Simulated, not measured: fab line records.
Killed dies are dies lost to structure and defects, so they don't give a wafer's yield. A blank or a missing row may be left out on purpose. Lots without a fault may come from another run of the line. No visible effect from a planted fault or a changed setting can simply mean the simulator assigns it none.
2 desks looking at one fault	flow gf180mcu	what lay behind the numbers comes last; until then each desk has only its own

== THE METROLOGY DESK ==
What the gauges read, lot by lot, whatever tool the lot ran on: means of the sampled wafers that have a number. A lot is out of limits, marked OUT, if its mean lies more than 4 standard deviations from the usual mean; the brackets give that distance.
Columns: A = cdNm at GF_TOP_METAL_CD_MEAS_14, usual 439.7 nm; B = TOP_METAL_OVL at GF_TOP_METAL_OVL_MEAS_15, usual 0.8 nm; C = PASSIVATION_CVD_00_THK at GF_PASSIVATION_THK_MEAS_01, usual 1001 nm
lot	first seen here	A	B	C
L218	day 28 22:30	438.8	0.2	992
L226	day 30 12:30	438.2	-0.8	1011
L231	day 31 13:38	438.3	0.5	990
L235	day 32 22:31	437.7	2.1	1000
L237	day 33 08:54	443.6	0.4	994
L240	day 33 22:10	442.3	0.9	1003
This desk's verdict: no lot among the 6 shows anything out of limits.

== TOOL OWNER'S DESK, pecvd-04 ==
The tool's own readings at GF_PASSIVATION_CVD_00 (deposits SiO2 from TEOS, target thk 1000 nm, time 111.95 s): means of the sampled wafers that have a number, for each lot that ran on this tool. A lot is out of limits, marked OUT, if its mean lies more than 4 standard deviations from the usual mean; the brackets give that distance.
Columns: A = heaterPowerW at GF_PASSIVATION_CVD_00, usual 648 W; B = runLengthS at GF_PASSIVATION_CVD_00, usual 140.0 s
lot	first seen here	A	B
L226	day 30 13:22	534	139.5
L231	day 31 14:33	637	138.1
L235	day 32 23:22	539	137.8
This desk's verdict: no lot among the 3 shows anything out of limits.

== BROUGHT TOGETHER ==
At the metrology desk, nothing out of limits was observed.
Nothing out of limits was seen by the tool owner's desk.

== WHAT THE SIMULATOR HAD INSERTED ==
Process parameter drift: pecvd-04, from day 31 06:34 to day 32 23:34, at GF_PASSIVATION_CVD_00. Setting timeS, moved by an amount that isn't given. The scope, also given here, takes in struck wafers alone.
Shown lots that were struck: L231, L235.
